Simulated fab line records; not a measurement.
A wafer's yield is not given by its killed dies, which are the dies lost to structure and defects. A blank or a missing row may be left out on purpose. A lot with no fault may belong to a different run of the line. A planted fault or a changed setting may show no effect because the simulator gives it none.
Which tool is to blame? ; flow sky130 ; Sampling: 12 lots, 34 wafers, 3 of 708 route steps

== WHAT THE GAUGES SHOWED, per wafer ==
SKY_PWDE_TW_MEAS_10. Usual: PWDE_TW 373.4, standard deviation 2.9.
lot;measured;on;PWDE_TW;flag
L698;day 3 23:03;film metro-04;375.1 377.3 376.1;
L699;day 4 05:31;film metro-03;370.2 367.7 369.0;
L700;day 4 09:12;film metro-04;371.2 370.3 374.4;
L701;day 4 16:18;film metro-04;373.7 374.9 373.7;
L702;day 4 21:23;film metro-03;371.7 370.9 369.9;
L703;day 5 02:29;film metro-04;374.6 375.9 373.8;
L711;day 6 19:02;film metro-04;375.3 374.7;
L712;day 7 01:14;film metro-03;372.5 371.4;
L716;day 8 01:53;film metro-03;369.6 369.2 371.6;
L718;day 8 11:27;film metro-02;377.4 376.6 375.1;
L719;day 8 18:18;film metro-04;373.0 372.0 373.1;
L721;day 9 07:37;film metro-02;375.8 373.5 375.3;

SKY_VT_ADJUST_HVTP_TW_MEAS_11. Usual: VT_ADJUST_HVTP_TW 1352, standard deviation 8.7.
lot;measured;on;VT_ADJUST_HVTP_TW;flag
L698;day 6 03:17;film metro-01;1353 1348 1351;
L699;day 6 09:53;film metro-02;1359 1369 1359;
L700;day 6 16:49;film metro-01;1360 1359 1348;
L701;day 7 00:09;film metro-03;1340 1351 1342;
L702;day 7 04:29;film metro-03;1353 1349 1351;
L703;day 7 13:04;film metro-01;1357 1346 1352;
L711;day 9 09:34;film metro-01;1351 1346;
L712;day 9 16:40;film metro-01;1357 1357;
L716;day 10 20:50;film metro-02;1365 1374 1374;
L718;day 11 07:52;film metro-01;1361 1355 1351;
L719;day 11 16:04;film metro-03;1356 1348 1349;
L721;day 12 07:32;film metro-03;1347 1349 1344;

SKY_VT_ADJUST_LVTN_OVL_MEAS_07. Usual: VT_ADJUST_LVTN_OVL -0.6 nm, standard deviation 1.5.
lot;measured;on;VT_ADJUST_LVTN_OVL (nm);flag
L698;day 6 22:07;overlay-02;1.2 1.5 1.1;
L699;day 7 04:26;overlay-01;-0.8 -0.7 0.8;
L700;day 7 13:01;overlay-01;-3.5 -1.8 -1.2;
L701;day 7 20:12;overlay-02;-0.8 -0.5 -0.8;
L702;day 8 00:14;overlay-02;0.0 -2.0 -2.5;
L703;day 8 09:49;overlay-02;-0.3 0.2 -1.8;
L711;day 10 07:38;overlay-02;-2.6 -1.4;
L712;day 10 15:34;overlay-01;-0.8 -1.0;
L716;day 11 20:11;overlay-01;1.1 1.2 -0.3;
L718;day 12 07:53;overlay-01;-1.3 -0.8 -1.7;
L719;day 12 15:53;overlay-01;-0.5 -1.8 -0.5;
L721;day 13 08:28;overlay-02;-0.9 -0.2 -2.1;

== WHAT TOOL EACH LOT RAN ON (gives the tool, then ch and the chambers of the sampled wafers, and finally the start) ==
The record shows no process step preceding these readings.

== AS READ BY THE TOOLS THEMSELVES (means over the sampled wafers that have a number; for cases with no such wafer, the mark the record gives instead) ==
The record holds no such reading with a usual standard deviation.

== THE ANSWER, worked out from the rows above alone ==
Rule: a lot counts as off when the mean over its wafers that have a number is more than 3 standard deviations away from the usual mean. A lot without any number at a reading at which 4 lots or more have one is off too. The other lots that the step has rows for count as sound. First the gauges in route order, then the tools' own readings, where a lot's mean is used as printed above. At the first step where some lot is off, the reading lying furthest off is the one used; lots without a number count as furthest.
No lot is off at any reading shown: from this, nothing can be told.

== WHAT WAS PUT IN BY THE SIMULATOR ==
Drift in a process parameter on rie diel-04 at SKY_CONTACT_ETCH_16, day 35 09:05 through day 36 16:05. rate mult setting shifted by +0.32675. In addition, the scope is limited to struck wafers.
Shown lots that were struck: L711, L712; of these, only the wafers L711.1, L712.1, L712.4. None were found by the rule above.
